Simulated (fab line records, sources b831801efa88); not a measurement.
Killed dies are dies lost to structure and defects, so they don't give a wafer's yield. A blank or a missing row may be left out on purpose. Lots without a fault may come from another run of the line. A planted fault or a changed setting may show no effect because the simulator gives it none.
fab line records | flow sky130
record lots=10 wafers=30 last_day=49
route steps=708 shown METAL1@452 VIA1@461 METAL2@489
lots that met no fault: from a run of the same line without faults
start_h: hours from the record's first day to the start of the lot's first wafer shown | wait_h: hours since the lot's step before | " the same as in the row above | L1.1+2: a row that stands for several wafers | - no value, or no start given | * or withheld: withheld | < > ~ a bound
route shown NAME@n: a module of which the file shows steps, and the number in the route of the first | usual: mean/standard deviation of fault-free wafers | same: alike in all rows | chamber/n: place in a boat | sites: the reading at each site | _std_site: their standard deviation | _edge_site: outer sites' mean less inner sites' | radius_mm: how far each site lies from the wafer's centre | mask NAME#n: copy n | behind: the tool/chamber that last shaped the wafer | hold: why the lot was held/for how many hours/how that ended | device: the transistor (n, p or np) that didn't switch | end of line: the same wafers' tests at the end of the route | a step without rows: its recipe alone | killed: dies lost to structure and defects at the first sort, not the wafer's yield | map: a wafer's dies, x killed, . not, _ none there
set.NAME: the setting as run; set.NAME@STEP: as run at that earlier step | model.NAME: the simulator's own value behind a step, which no gauge read
steps of the route over a sample of lots; a table a step, a row a wafer
services: from which hour (start_h, from the record's first day; less than 0 if before it) a tool's chamber was out of use, for how many hours, and why
## steps
# step SKY_METAL1_ETCH_18
# recipe chemistry=N2/H2 target=BARC ion_energy_ev=200 bias_w=100 pressure_mtorr=30 n2_flow_sccm=100 h2_flow_sccm=200 icp_w=500 stop_on=SiO2 time_s=45.9 target_depth_a=600
# usual bias_w=100.0/0.33 drypump_motor_current_A=6.0/0.63 oes_product_au=0.855/0.0045 throttle_valve_pct=13.225/0.0086
# columns lot.wafer tool chamber start_h wait_h bias_w drypump_motor_current_A oes_product_au rf_hours_counter_h throttle_valve_pct
L232.2 rie_metal-01 0 767.25 0.0 100.1 6.4 0.848 5 13.219
L232.3 " 1 " " 100.2 5.4 0.857 - 13.209
L232.6 " 1 " " 100.1 5.4 0.850 - 13.224
L234.1 rie_metal-01 1 794.91 0.0 100.1 5.4 0.855 16 13.217
L234.2 " 0 " " 100.9 6.4 0.852 6 13.205
L234.6 " 0 " " 99.8 6.4 0.849 - 13.232
L235.1 rie_metal-01 1 800.91 0.0 100.1 5.4 0.854 17 13.227
L235.4 " 0 " " 99.4 6.4 0.849 - 13.235
L235.5 " 1 " " 100.2 5.4 0.855 - 13.220
L237.3 rie_metal-04 1 810.22 0.0 100.1 5.8 0.850 - 13.217
L237.4 " 0 " " 100.4 6.4 0.847 - 13.236
L237.6 " 1 " " 99.5 5.8 0.852 - 13.239
L238.1 rie_metal-04 0 820.86 0.0 99.7 6.4 0.860 4 13.217
L238.5 " 0 " " 99.6 6.4 0.859 - 13.224
L238.6 " 1 " " 100.0 5.8 0.866 - 13.244
L239.1 rie_metal-03 0 823.60 0.0 99.5 5.1 0.851 12 13.231
L239.4 " 1 " " 100.2 6.7 0.853 - 13.226
L239.6 " 0 " " 99.5 5.1 0.856 - 13.223
L241.1 rie_metal-03 0 844.45 0.0 99.7 5.1 0.864 13 13.221
L241.2 " 1 " " 100.0 6.7 0.859 9 13.217
L241.6 " 0 " " 99.7 5.1 0.852 - 13.232
L240.2 rie_metal-01 0 844.97 0.0 100.3 6.4 0.850 8 13.218
L240.3 " 0 " " 99.7 6.4 0.848 - 13.221
L240.5 " 1 " " 100.3 5.4 0.860 - 13.212
L249.2 rie_metal-04 0 898.95 0.0 99.5 6.5 0.856 7 13.232
L249.5 " 1 " " 99.5 5.8 0.849 - 13.227
L249.6 " 0 " " 100.4 6.4 0.858 - 13.236
L250.3 rie_metal-04 1 901.57 0.0 100.2 5.8 0.849 - 13.227
L250.4 " 0 " " 99.7 6.4 0.853 - 13.221
L250.5 " 1 " " 100.5 5.8 0.853 - 13.223
# step SKY_VIA1_BOW_MEAS_03
# recipe mode=bow
# usual VIA1_BOW=81/7.2
# columns lot.wafer tool chamber start_h wait_h VIA1_BOW[um]
L232.2 film_metro-04 - 768.49 0.1 66
L232.3 " - " " 80
L232.6 " - " " 89
L234.1 film_metro-04 - 796.16 0.2 95
L234.2 " - " " 94
L234.6 " - " " 90
L235.1 film_metro-01 - 802.14 0.2 82
L235.4 " - " " 83
L235.5 " - " " 87
L237.3 film_metro-03 - 811.46 0.3 85
L237.4 " - " " 88
L237.6 " - " " 74
L238.1 film_metro-01 - 822.07 0.1 72
L238.5 " - " " 80
L238.6 " - " " 77
L239.1 film_metro-04 - 824.82 0.1 79
L239.4 " - " " 84
L239.6 " - " " 94
L241.1 film_metro-03 - 845.67 0.1 87
L241.2 " - " " 82
L241.6 " - " " 75
L240.2 film_metro-01 - 846.21 0.2 82
L240.3 " - " " 73
L240.5 " - " " 75
L249.2 film_metro-04 - 900.19 0.2 87
L249.5 " - " " 81
L249.6 " - " " 77
L250.3 film_metro-03 - 902.96 0.3 67
L250.4 " - " " 79
L250.5 " - " " 79
# step SKY_VIA1_CVD_21
# recipe material=W target_thk_nm=270 time_s=80.902 temp_c=400 pressure_torr=40
# usual chamber_pressure_Torr=40.00/0.081 heater_power_w=879/29
# columns lot.wafer tool chamber start_h wait_h chamber_pressure_Torr heater_power_w
L232.2 cvd_w-02 1 796.48 0.0 40.10 880
L232.3 " 0 " " 40.07 929
L232.6 " 0 " " 39.97 915
L234.1 cvd_w-02 1 823.98 0.0 40.12 888
L234.2 " 0 " " 40.11 926
L234.6 " 1 " " 40.00 895
L235.1 cvd_w-02 0 830.66 0.0 40.00 893
L235.4 " 0 " " 39.94 908
L235.5 " 0 " " 39.83 900
L237.3 cvd_w-01 0 838.72 0.1 39.95 871
L237.4 " 1 " " 39.88 873
L237.6 " 1 " " 39.97 861
L238.1 cvd_w-02 0 849.33 0.0 39.88 915
L238.5 " 1 " " 40.00 881
L238.6 " 0 " " 39.94 922
L239.1 cvd_w-02 1 852.68 0.0 39.93 887
L239.4 " 1 " " 40.02 909
L239.6 " 1 " " 39.91 903
L241.1 cvd_w-02 0 873.34 0.0 39.93 909
L241.2 " 1 " " 40.02 876
L241.6 " 0 " " 40.14 913
L240.2 cvd_w-01 1 873.66 0.0 40.07 879
L240.3 " 1 " " 39.99 835
L240.5 " 1 " " 39.87 862
L249.2 cvd_w-02 1 926.75 0.0 39.99 877
L249.5 " 0 " " 55.45 831
L249.6 " 1 " " 40.01 879
L250.3 cvd_w-02 1 929.21 0.1 39.97 856
L250.4 " 0 " " 55.21 845
L250.5 " 1 " " 39.80 859
# step SKY_VIA1_RS_MEAS_22
# recipe thk_meas_gauge=four-point-probe reads=W_of_VIA1_CVD_21+TiN_of_VIA1_SPUTTER_20
# usual VIA1_W_RS=0.426/0.004
# columns lot.wafer tool chamber start_h wait_h VIA1_W_RS[ohm/sq]
L232.2 film_metro-01 - 796.59 0.1 0.425
L232.3 " - " " 0.426
L232.6 " - " " 0.425
L234.1 film_metro-01 - 824.07 0.1 0.426
L234.2 " - " " 0.425
L234.6 " - " " 0.432
L235.1 film_metro-04 - 830.85 0.2 0.427
L235.4 " - " " 0.421
L235.5 " - " " 0.426
L237.3 film_metro-03 - 838.82 0.1 0.424
L237.4 " - " " 0.430
L237.6 " - " " 0.426
L238.1 film_metro-01 - 849.42 0.1 0.426
L238.5 " - " " 0.429
L238.6 " - " " 0.426
L239.1 film_metro-01 - 852.78 0.1 0.430
L239.4 " - " " 0.425
L239.6 " - " " 0.430
L241.1 film_metro-01 - 873.43 0.1 0.422
L241.2 " - " " 0.420
L241.6 " - " " 0.423
L240.2 film_metro-04 - 873.78 0.1 0.428
L240.3 " - " " 0.429
L240.5 " - " " 0.431
L249.2 film_metro-01 - 926.87 0.1 0.423
L249.5 " - " " 0.360
L249.6 " - " " 0.419
L250.3 film_metro-01 - 929.32 0.1 0.429
L250.4 " - " " 0.362
L250.5 " - " " 0.428
# step SKY_VIA1_THK_MEAS_23
# recipe thk_meas_gauge=xrf reads=W_of_VIA1_CVD_21
# usual VIA1_W_THK=266/3.4
# columns lot.wafer tool chamber start_h wait_h VIA1_W_THK[nm]
L232.2 film_metro-01 - 796.70 0.1 268
L232.3 " - " " 263
L232.6 " - " " 266
L234.1 film_metro-01 - 824.19 0.1 265
L234.2 " - " " 263
L234.6 " - " " 259
L235.1 film_metro-04 - 830.97 0.1 265
L235.4 " - " " 269
L235.5 " - " " 267
L237.3 film_metro-03 - 838.92 0.1 268
L237.4 " - " " 265
L237.6 " - " " 269
L238.1 film_metro-01 - 849.54 0.1 264
L238.5 " - " " 262
L238.6 " - " " 265
L239.1 film_metro-01 - 852.90 0.1 263
L239.4 " - " " 264
L239.6 " - " " 263
L241.1 film_metro-01 - 873.55 0.1 265
L241.2 " - " " 270
L241.6 " - " " 267
L240.2 film_metro-04 - 873.89 0.1 264
L240.3 " - " " 262
L240.5 " - " " 260
L249.2 film_metro-01 - 926.98 0.1 265
L249.5 " - " " 310
L249.6 " - " " 266
L250.3 film_metro-01 - 929.42 0.1 260
L250.4 " - " " 304
L250.5 " - " " 262
# step SKY_VIA1_CMP_24
# recipe stop_on=SiO2 t_overpolish_s=15 down_force_psi=3.5 platen_rpm=60 target_thk_nm=0 pad_velocity_m_s=0.94248
# usual motor_current_A=11.0/0.68 platen_rpm=60.00/0.04 time_to_endpoint_s=66/3.2
# columns lot.wafer tool chamber start_h wait_h motor_current_A platen_rpm time_to_endpoint_s
L232.3 cmp-01 3 796.75 0.0 11.1 59.99 71
L232.2 " 2 " " 11.0 59.97 65
L232.6 " 3 " " 11.0 60.07 68
L234.1 cmp-02 0 824.35 0.1 11.0 60.01 66
L234.2 " 1 " " 10.6 60.04 67
L234.6 " 2 " " 12.2 59.99 64
L235.1 cmp-01 2 831.03 0.1 11.0 60.00 67
L235.4 " 0 " " 11.3 60.03 65
L235.5 " 2 " " 10.9 59.94 62
L237.3 cmp-01 1 839.01 0.1 11.9 60.07 68
L237.4 " 2 " " 11.0 60.10 66
L237.6 " 0 " " 11.5 60.00 68
L238.1 cmp-01 0 849.65 0.1 11.1 60.04 65
L238.5 " 3 " " 11.3 60.01 64
L238.6 " 0 " " 10.9 59.99 63
L239.1 cmp-01 2 852.96 0.1 11.1 60.01 60
L239.4 " 1 " " 11.8 60.00 62
L239.6 " 3 " " 11.2 60.01 62
L241.1 cmp-02 2 873.61 0.1 11.5 60.06 68
L241.2 " 3 " " 9.8 60.00 69
L241.6 " 2 " " 12.9 59.98 68
L240.2 cmp-01 1 873.99 0.1 10.9 60.01 62
L240.3 " 2 " " 11.6 60.03 62
L240.5 " 1 " " 10.7 59.99 65
L249.2 cmp-02 0 927.03 0.0 11.1 59.92 68
L249.5 " 0 " " 11.7 59.98 78
L249.6 " 1 " " 10.8 59.98 67
L250.4 cmp-01 1 929.55 0.1 11.2 60.01 77
L250.3 " 2 " " 11.5 59.99 59
L250.5 " 1 " " 11.0 60.03 61
# step SKY_METAL2_THK_MEAS_06
# recipe thk_meas_gauge=xrf reads=AlCu_of_METAL2_SPUTTER_02
# usual METAL2_ALCU_THK=255.9/3
# columns lot.wafer tool chamber start_h wait_h METAL2_ALCU_THK[nm]
L232.2 film_metro-02 - 797.32 0.1 254.0
L232.3 " - " " 252.9
L232.6 " - " " 255.8
L234.1 film_metro-03 - 824.81 0.1 252.8
L234.2 " - " " 252.1
L234.6 " - " " 255.2
L235.1 film_metro-04 - 831.59 0.1 258.1
L235.4 " - " " 254.8
L235.5 " - " " 257.0
L237.3 film_metro-02 - 839.54 0.1 254.8
L237.4 " - " " 256.4
L237.6 " - " " 256.5
L238.1 film_metro-02 - 850.16 0.1 254.4
L238.5 " - " " 257.7
L238.6 " - " " 254.4
L239.1 film_metro-03 - 853.52 0.1 249.7
L239.4 " - " " 249.5
L239.6 " - " " 250.2
L241.1 film_metro-02 - 874.17 0.1 258.3
L241.2 " - " " 258.8
L241.6 " - " " 257.2
L240.2 film_metro-04 - 874.50 0.1 259.2
L240.3 " - " " 259.4
L240.5 " - " " 259.7
L249.2 film_metro-02 - 927.60 0.1 258.7
L249.5 " - " " 260.5
L249.6 " - " " 262.6
L250.3 film_metro-03 - 930.11 0.1 252.3
L250.4 " - " " 254.5
L250.5 " - " " 254.1
## services
# columns tool chamber start_h hours kind
cmp-02 - 744.00 4.0 pm
rie_metal-03 - 744.20 1.4 pm
cvd_w-02 - 745.62 1.6 repair
rie_metal-03 0 757.37 14.0 repair
cmp-02 - 765.91 0.8 repair
cmp-01 - 769.96 4.0 pm
cmp-02 - 774.87 0.8 repair
rie_metal-01 1 806.25 - clean
rie_metal-01 1 806.25 22.2 scheduled_down
rie_metal-01 1 806.25 22.2 vent_cycle
cmp-02 - 808.67 1.2 repair
rie_metal-01 0 818.11 8.5 repair
cvd_w-02 1 824.78 15.4 repair
rie_metal-01 - 875.60 3.3 repair
cvd_w-02 0 876.78 1.5 repair
cvd_w-02 1 894.38 1.9 repair
cvd_w-02 - 904.00 14.0 pm
cvd_w-02 0 904.00 14.0 vent_cycle
cvd_w-02 1 904.00 14.0 vent_cycle
cmp-01 - 912.05 4.0 pm
cmp-01 - 916.05 - consumable_replace:conditioner
cmp-01 - 916.05 - consumable_replace:pad
cvd_w-02 0 918.00 - clean
cvd_w-02 1 918.00 - clean
## key
first_sign step=SKY_VIA1_CVD_21 reading=chamber_pressure_Torr direction=up sigmas=99+ usual=40.00 struck=55.33
effect step=SKY_VIA1_RS_MEAS_22 reading=VIA1_W_RS direction=down sigmas=16 usual=0.426 struck=0.361
effect step=SKY_VIA1_THK_MEAS_23 reading=VIA1_W_THK direction=up sigmas=12 usual=266 struck=307
effect step=SKY_VIA1_CMP_24 reading=time_to_endpoint_s direction=up sigmas=3.9 usual=* struck=*
met_at SKY_VIA1_CVD_21
struck_lots L249,L250
struck_wafers L249.5,L250.4
not_acting_at SKY_METAL1_ETCH_18,SKY_VIA1_BOW_MEAS_03,SKY_METAL2_THK_MEAS_06
onset_between 873.34 926.75
fault kind=process_parameter_drift tool=cvd_w-02 chamber=0 onset_h=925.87 steps=SKY_VIA1_CVD_21 channel=pressure_torr offset=15.359 shape=step end_h=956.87 acts_in=these_recipes_only stated=40
